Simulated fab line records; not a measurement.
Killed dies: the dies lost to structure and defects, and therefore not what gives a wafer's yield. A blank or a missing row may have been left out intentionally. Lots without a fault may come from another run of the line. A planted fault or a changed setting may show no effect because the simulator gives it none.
A sampling plan put to the test -- flow sky130 -- each of the 54 faults these records tell of, on one fab line, judged from the records of the lots it struck
The line's own looks make up the plan; these are the steps of the route where a gauge or inspection reads the wafer and leaves it unchanged. Where struck wafers have a number at a look and the file lists that look's usual mean and standard deviation on fault-free wafers, the look can be judged. Caught: a look later than the fault's first step finds the struck wafers' mean 4 or more of those standard deviations (sigma) from the usual mean. On the tool: the identical test, applied to the tool's own readings at the steps of the fault. It also counts as caught if the struck wafers ran another recipe or if their record alone is blank.

## THE FAULTS, as the simulator had put them in
1. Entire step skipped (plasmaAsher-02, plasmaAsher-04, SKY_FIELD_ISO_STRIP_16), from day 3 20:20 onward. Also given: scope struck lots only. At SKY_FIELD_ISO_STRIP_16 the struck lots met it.
2. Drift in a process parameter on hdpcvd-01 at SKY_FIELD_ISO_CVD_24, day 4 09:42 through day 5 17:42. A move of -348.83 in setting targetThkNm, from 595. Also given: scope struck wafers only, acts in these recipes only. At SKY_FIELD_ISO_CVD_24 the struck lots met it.
3. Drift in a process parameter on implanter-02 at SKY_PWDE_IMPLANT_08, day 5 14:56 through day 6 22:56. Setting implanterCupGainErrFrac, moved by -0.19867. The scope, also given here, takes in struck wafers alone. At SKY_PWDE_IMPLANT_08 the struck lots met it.
4. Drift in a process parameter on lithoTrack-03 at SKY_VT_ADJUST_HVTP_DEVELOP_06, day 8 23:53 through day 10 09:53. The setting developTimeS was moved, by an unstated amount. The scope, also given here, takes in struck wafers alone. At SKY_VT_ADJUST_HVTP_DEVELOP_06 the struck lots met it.
5. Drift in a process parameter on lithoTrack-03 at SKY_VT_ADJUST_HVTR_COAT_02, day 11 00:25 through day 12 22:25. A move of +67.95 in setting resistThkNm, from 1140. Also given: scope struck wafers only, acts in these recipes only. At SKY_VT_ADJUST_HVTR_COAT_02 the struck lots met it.
6. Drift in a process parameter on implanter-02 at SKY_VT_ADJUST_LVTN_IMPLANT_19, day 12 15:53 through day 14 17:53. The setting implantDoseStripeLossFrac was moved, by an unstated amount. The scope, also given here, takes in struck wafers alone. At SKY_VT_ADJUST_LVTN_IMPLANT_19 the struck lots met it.
7. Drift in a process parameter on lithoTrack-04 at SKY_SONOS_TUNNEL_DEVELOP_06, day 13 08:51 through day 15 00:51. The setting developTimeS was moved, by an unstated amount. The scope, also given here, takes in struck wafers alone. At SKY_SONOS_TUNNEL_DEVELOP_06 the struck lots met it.
8. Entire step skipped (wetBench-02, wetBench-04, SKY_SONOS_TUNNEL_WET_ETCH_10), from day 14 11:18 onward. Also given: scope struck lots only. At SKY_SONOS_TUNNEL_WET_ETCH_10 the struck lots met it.
9. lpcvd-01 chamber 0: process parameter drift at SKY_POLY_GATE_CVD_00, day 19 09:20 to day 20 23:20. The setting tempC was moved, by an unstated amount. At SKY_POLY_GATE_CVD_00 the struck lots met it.
10. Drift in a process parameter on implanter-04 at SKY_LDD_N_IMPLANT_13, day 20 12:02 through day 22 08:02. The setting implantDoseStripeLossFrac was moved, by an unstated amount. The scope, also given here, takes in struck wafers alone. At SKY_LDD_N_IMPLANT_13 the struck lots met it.
11. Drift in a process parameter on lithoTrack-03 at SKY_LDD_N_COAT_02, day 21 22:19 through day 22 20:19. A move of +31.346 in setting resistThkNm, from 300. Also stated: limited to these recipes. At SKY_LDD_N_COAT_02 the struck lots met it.
12. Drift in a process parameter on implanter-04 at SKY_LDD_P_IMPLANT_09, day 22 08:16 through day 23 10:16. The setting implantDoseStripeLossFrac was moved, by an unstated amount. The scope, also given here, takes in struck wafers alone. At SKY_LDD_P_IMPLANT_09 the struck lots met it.
13. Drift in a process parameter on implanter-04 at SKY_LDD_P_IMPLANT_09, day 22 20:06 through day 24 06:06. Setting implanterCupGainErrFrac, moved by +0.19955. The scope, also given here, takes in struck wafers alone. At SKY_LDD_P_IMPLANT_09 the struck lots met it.
14. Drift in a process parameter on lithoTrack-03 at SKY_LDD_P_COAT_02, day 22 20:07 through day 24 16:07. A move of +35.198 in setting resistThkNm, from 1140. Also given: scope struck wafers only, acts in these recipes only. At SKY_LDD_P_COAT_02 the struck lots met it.
15. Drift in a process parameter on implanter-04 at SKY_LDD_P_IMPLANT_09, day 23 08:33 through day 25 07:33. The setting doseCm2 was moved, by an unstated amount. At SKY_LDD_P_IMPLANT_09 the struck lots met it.
16. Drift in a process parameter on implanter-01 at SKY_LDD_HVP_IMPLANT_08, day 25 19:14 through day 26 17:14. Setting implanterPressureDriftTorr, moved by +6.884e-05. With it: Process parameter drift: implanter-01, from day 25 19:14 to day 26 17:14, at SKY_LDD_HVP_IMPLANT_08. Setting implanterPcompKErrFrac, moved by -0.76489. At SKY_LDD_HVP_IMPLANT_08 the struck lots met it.
17. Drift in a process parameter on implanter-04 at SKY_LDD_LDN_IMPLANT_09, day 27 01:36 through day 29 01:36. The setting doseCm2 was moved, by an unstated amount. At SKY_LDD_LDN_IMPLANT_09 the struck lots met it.
18. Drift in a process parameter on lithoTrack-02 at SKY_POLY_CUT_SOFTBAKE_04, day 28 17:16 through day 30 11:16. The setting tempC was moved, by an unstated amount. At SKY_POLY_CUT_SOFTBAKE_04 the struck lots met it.
19. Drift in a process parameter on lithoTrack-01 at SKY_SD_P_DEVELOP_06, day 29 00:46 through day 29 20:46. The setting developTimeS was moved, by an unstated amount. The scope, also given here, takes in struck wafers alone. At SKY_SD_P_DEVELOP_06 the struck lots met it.
20. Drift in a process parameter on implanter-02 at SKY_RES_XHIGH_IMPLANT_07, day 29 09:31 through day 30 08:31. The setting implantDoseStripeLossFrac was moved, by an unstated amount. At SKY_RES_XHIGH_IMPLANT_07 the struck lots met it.
21. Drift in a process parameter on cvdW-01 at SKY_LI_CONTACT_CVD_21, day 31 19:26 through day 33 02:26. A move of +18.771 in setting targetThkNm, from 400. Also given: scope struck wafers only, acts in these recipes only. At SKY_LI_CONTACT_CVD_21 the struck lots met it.
22. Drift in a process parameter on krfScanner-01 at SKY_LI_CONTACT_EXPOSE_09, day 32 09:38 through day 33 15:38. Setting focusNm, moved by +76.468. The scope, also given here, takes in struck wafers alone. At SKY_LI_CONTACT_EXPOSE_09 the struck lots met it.
23. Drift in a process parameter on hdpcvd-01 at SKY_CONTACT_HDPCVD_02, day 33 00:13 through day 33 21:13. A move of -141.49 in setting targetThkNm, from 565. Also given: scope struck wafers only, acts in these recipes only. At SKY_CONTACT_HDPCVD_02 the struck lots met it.
24. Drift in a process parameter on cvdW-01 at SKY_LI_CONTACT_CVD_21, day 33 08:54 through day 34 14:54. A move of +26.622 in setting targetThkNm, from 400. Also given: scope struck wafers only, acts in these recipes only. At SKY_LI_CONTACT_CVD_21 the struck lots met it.
25. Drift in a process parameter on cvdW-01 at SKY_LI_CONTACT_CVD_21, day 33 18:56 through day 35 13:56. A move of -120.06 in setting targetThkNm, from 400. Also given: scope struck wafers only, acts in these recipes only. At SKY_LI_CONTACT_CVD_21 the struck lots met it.
26. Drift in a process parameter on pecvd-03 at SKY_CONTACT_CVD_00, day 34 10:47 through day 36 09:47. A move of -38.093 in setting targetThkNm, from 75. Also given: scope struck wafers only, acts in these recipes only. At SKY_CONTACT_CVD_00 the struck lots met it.
27. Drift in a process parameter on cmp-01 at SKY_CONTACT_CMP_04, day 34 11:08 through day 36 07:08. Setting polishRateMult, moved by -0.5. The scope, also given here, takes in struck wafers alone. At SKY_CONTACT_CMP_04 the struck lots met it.
28. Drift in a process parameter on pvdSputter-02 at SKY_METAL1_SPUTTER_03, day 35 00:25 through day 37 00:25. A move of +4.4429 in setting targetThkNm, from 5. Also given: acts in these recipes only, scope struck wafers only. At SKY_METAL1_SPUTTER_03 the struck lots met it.
29. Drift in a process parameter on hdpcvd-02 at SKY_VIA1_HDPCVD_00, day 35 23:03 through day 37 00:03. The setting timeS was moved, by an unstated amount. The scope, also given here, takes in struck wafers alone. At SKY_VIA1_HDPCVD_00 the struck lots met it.
30. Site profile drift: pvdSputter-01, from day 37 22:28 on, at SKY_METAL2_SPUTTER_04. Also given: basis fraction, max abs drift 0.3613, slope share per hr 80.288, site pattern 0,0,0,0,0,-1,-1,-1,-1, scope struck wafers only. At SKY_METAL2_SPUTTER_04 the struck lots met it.
31. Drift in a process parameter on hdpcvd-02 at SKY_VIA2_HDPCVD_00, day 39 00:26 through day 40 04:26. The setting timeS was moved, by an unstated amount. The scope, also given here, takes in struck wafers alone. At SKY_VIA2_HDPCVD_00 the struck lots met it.
32. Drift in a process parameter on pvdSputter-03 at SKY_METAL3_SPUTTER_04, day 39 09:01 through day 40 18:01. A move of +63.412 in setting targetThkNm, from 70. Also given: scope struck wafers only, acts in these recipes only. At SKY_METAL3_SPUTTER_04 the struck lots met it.
33. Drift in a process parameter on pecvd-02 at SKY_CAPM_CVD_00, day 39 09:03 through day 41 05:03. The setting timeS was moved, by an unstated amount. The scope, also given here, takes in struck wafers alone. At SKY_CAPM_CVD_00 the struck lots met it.
34. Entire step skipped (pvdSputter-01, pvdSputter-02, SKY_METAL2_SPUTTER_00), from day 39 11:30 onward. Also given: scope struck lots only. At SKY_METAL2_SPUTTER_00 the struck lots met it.
35. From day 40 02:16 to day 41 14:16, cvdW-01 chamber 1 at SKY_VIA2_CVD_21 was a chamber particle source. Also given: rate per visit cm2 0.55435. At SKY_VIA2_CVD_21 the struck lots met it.
36. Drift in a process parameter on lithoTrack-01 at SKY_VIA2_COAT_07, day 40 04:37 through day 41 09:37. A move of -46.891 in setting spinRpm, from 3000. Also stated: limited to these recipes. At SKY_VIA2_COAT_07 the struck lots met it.
37. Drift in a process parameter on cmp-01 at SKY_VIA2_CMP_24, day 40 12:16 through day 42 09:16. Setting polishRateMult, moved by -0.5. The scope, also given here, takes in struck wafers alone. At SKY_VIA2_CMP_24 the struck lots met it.
38. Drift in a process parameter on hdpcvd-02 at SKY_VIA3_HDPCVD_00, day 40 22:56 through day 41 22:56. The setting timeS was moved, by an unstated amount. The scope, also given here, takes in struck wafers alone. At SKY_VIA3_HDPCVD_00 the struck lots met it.
39. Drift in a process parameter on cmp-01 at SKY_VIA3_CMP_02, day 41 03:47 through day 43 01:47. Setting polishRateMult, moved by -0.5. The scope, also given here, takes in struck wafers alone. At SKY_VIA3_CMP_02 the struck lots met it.
40. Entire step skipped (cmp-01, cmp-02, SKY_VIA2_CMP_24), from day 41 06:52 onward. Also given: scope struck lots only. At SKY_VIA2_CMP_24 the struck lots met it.
41. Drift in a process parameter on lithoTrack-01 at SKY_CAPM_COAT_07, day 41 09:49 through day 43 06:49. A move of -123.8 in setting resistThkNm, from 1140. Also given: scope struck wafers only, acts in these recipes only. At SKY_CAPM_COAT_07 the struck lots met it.
42. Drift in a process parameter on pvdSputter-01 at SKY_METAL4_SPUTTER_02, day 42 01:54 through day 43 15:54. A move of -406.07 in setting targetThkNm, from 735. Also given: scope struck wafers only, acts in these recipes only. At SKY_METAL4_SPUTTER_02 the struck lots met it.
43. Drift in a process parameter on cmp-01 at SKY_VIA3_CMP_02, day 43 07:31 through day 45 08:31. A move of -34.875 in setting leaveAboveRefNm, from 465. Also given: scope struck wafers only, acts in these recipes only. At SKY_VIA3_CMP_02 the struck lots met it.
44. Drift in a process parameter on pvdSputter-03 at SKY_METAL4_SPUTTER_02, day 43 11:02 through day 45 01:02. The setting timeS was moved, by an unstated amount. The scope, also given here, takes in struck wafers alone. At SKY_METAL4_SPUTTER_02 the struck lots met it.
45. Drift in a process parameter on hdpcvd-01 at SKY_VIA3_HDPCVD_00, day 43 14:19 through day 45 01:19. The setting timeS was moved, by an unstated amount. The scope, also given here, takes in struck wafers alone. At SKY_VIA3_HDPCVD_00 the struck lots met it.
46. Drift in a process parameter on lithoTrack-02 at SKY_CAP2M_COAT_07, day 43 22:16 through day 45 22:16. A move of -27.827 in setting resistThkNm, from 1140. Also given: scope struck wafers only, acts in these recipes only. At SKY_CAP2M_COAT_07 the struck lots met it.
47. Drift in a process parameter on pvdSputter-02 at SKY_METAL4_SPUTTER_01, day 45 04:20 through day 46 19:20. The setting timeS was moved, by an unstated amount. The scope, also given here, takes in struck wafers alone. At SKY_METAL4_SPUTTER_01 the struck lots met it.
48. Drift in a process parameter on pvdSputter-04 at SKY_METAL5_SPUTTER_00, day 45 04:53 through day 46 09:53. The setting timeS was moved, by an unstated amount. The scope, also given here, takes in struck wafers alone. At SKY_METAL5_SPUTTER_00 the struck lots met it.
49. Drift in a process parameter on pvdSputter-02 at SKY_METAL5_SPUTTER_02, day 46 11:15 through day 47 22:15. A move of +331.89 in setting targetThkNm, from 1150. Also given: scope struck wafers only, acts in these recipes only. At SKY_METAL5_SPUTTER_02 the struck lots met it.
50. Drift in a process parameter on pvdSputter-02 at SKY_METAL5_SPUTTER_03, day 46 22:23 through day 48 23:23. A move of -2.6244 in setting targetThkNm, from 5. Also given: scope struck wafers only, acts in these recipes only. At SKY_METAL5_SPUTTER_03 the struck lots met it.
51. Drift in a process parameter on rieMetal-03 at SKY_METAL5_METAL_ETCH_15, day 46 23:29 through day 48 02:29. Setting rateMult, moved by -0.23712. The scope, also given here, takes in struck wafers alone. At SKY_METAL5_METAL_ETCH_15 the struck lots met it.
52. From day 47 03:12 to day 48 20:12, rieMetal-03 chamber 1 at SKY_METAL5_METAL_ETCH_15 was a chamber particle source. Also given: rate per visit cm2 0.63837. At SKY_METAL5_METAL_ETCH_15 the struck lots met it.
53. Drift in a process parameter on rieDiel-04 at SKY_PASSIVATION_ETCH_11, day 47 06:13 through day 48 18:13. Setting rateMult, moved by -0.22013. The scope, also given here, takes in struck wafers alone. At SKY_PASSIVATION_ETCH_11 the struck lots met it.
54. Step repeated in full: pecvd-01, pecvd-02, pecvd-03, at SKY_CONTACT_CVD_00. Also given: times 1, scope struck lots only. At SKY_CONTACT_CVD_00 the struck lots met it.

## WHAT THE PLAN SAW
fault,on the tool itself,first look that catches it,"reading, sigma",median hours from its first step to that look,hours from the fault's start to the first struck lot there,judged looks passed uncaught
1,the tool's record is blank for the struck wafers,no look after it can be judged,-,-,-,0
2,no reading that can be judged,SKY_FIELD_ISO_THK_MEAS_25,FIELD_ISO_CVD_24_THK -63,0.1,2,0
3,beamOnS +12 sigma,SKY_PWDE_TW_MEAS_10,PWDE_TW +10,0.2,4,0
4,no reading that can be judged,SKY_VT_ADJUST_HVTP_CD_MEAS_07,cdNm -52,0.1,7,0
5,no reading that can be judged,none of the 2 looks that can be judged after it,"strongest: cdNm at SKY_VT_ADJUST_HVTR_CD_MEAS_07, -3.3",-,-,2
6,under 2 sigma,SKY_VT_ADJUST_LVTN_TW_MEAS_21,VT_ADJUST_LVTN_2_TW -7.8,0.2,18,0
7,under 2 sigma,SKY_SONOS_TUNNEL_TW_MEAS_12,SONOS_TUNNEL_TW -99 or beyond,0.7,4,0
8,the tool's record is blank for the struck wafers,no look after it can be judged,-,-,-,0
9,spikeTcTopC -10 sigma,SKY_POLY_GATE_THK_MEAS_01,POLY_GATE_CVD_00_THK -23,1.2,14,0
10,under 2 sigma,none of the 6 looks that can be judged after it,-,-,-,6
11,no reading that can be judged,no look after it can be judged,-,-,-,0
12,under 2 sigma,none of the 5 looks that can be judged after it,"strongest: LDD_P_TW at SKY_LDD_P_TW_MEAS_11, -2.4",-,-,5
13,faradayCurrentUA +11 sigma,SKY_LDD_P_TW_MEAS_11,LDD_P_TW -7.0,0.2,9,0
14,no reading that can be judged,not the one look that can be judged after it,-,-,-,1
15,doseIonsCm2 -99 or beyond sigma,SKY_LDD_P_TW_MEAS_11,LDD_P_TW -36,0.2,3,0
16,endStationPressureTorr +99 or beyond sigma,SKY_LDD_HVP_TW_MEAS_10,LDD_HVP_TW +5.1,0.2,3,0
17,doseIonsCm2 -99 or beyond sigma,no look after it can be judged,-,-,-,0
18,plateTempC -32 sigma,none of the 2 looks that can be judged after it,-,-,-,2
19,no reading that can be judged,SKY_SD_P_CD_MEAS_07,cdNm -11,0.1,8,0
20,under 2 sigma,SKY_RES_XHIGH_TW_MEAS_09,RES_XHIGH_TW -5.7,0.2,4,0
21,under 2 sigma,SKY_LI_CONTACT_RS_MEAS_22,LI_CONTACT_W_RS -5.3,0.1,1,0
22,under 2 sigma,none of the 2 looks that can be judged after it,-,-,-,2
23,no reading that can be judged,SKY_CONTACT_THK_MEAS_03,CONTACT_HDPCVD_THK -27,0.1,1,0
24,under 2 sigma,SKY_LI_CONTACT_RS_MEAS_22,LI_CONTACT_W_RS -7.1,0.1,7,0
25,under 2 sigma,SKY_LI_CONTACT_RS_MEAS_22,LI_CONTACT_W_RS +47,0.2,4,0
26,under 2 sigma,SKY_CONTACT_THK_MEAS_01,CONTACT_CVD_00_THK -42,0.1,5,0
27,timeToEndpointS +6.1 sigma,no look after it can be judged,-,-,-,0
28,under 2 sigma,no look after it can be judged,-,-,-,0
29,runLengthS -38 sigma,SKY_VIA1_THK_MEAS_01,VIA1_HDPCVD_THK -9.9,0.1,15,0
30,under 2 sigma,no look after it can be judged,-,-,-,0
31,runLengthS +14 sigma,SKY_VIA2_THK_MEAS_01,VIA2_HDPCVD_THK +4.5,0.1,4,0
32,under 2 sigma,none of the 2 looks that can be judged after it,-,-,-,2
33,under 2 sigma,not the one look that can be judged after it,"strongest: CAPM_CVD_00_THK at SKY_CAPM_THK_MEAS_01, -3.4",-,-,1
34,the tool's record is blank for the struck wafers,no look after it can be judged,-,-,-,0
35,under 2 sigma,none of the 2 looks that can be judged after it,-,-,-,2
36,spinSpeedRpm -22 sigma,none of the 2 looks that can be judged after it,-,-,-,2
37,overpolishRunS -99 or beyond sigma,no look after it can be judged,-,-,-,0
38,runLengthS +17 sigma,none of the 2 looks that can be judged after it,"strongest: VIA3_HDPCVD_THK at SKY_VIA3_THK_MEAS_01, +3.2",-,-,2
39,under 2 sigma,no look after it can be judged,-,-,-,0
40,the tool's record is blank for the struck wafers,no look after it can be judged,-,-,-,0
41,under 2 sigma,not the one look that can be judged after it,-,-,-,1
42,under 2 sigma,no look after it can be judged,-,-,-,0
43,under 2 sigma,no look after it can be judged,-,-,-,0
44,under 2 sigma,not the one look that can be judged after it,-,-,-,1
45,runLengthS -99 or beyond sigma,SKY_VIA3_THK_MEAS_01,VIA3_HDPCVD_THK -42,0.2,5,0
46,no reading that can be judged,not the one look that can be judged after it,-,-,-,1
47,under 2 sigma,no look after it can be judged,-,-,-,0
48,under 2 sigma,no look after it can be judged,-,-,-,0
49,under 2 sigma,SKY_METAL5_RS_MEAS_05,METAL5_ALCU_RS -31,0.1,5,0
50,under 2 sigma,no look after it can be judged,-,-,-,0
51,oesProductAu -7.1 sigma,no look after it can be judged,-,-,-,0
52,under 2 sigma,no look after it can be judged,-,-,-,0
53,oesProductAu -15 sigma,no look after it can be judged,-,-,-,0
54,under 2 sigma,SKY_CONTACT_THK_MEAS_01,CONTACT_CVD_00_THK +86,0.2,-,0
A dash: the fault is not caught, or the number is missing from these records.

Caught at a look: 21 of 54. Caught on the tool: 20 of 54. By one or the other: 33 of 54.
On the tool alone, faults 1, 8, 17, 18, 27, 34, 36, 37, 38, 40, 51, 53 were caught.
Caught at a look alone: faults 2, 4, 6, 7, 19, 20, 21, 23, 24, 25, 26, 49, 54.
Caught by neither: faults 5, 10, 11, 12, 14, 22, 28, 30, 32, 33, 35, 39, 41, 42, 43, 44, 46, 47, 48, 50, 52.

## THINNER SAMPLING
If the look that catches a fault measured only every second or every third lot, by lot number, the first struck lot would be measured this late in the worst case:
fault,"struck lots at that look, in order of time",every lot,every second lot,every third lot
2,"L125, L126, L128",2 h,8 h,may miss all 3
3,"L798, L802",4 h,may miss all 2,may miss all 2
4,L990,7 h,may miss it,may miss it
6,"L292, L293, L295",18 h,24 h,may miss all 3
7,"L616, L620",4 h,may miss all 2,may miss all 2
9,L788,14 h,may miss it,may miss it
13,"L201, L202, L203",9 h,10 h,15 h
15,"L109, L112",3 h,23 h,may miss all 2
16,"L213, L214",3 h,10 h,may miss all 2
19,"L442, L443",8 h,14 h,may miss all 2
20,"L484, L485",4 h,11 h,may miss all 2
21,"L344, L348, L350",1 h,may miss all 3,may miss all 3
23,"L968, L971, L972",1 h,4 h,may miss all 3
24,"L205, L206, L207",7 h,14 h,28 h
25,"L931, L932, L933",4 h,18 h,22 h
26,"L642, L643, L645",5 h,8 h,may miss all 3
29,L496,15 h,may miss it,may miss it
31,L895,4 h,may miss it,may miss it
45,L563,5 h,may miss it,may miss it
49,"L190, L193",5 h,26 h,may miss all 2
The hour figures run from when the fault began to the first measured lot among those it struck. 4 sigma limit: tested on the pooled struck wafers, so a lone lot may be under it. Other struck lots may not be in these records.

## THE LONGEST TIMED WAY FROM STEP TO LOOK
In fault 9, a median of 1.2 hours elapses between SKY_POLY_GATE_CVD_00 and SKY_POLY_GATE_THK_MEAS_01. No look between them can be judged.
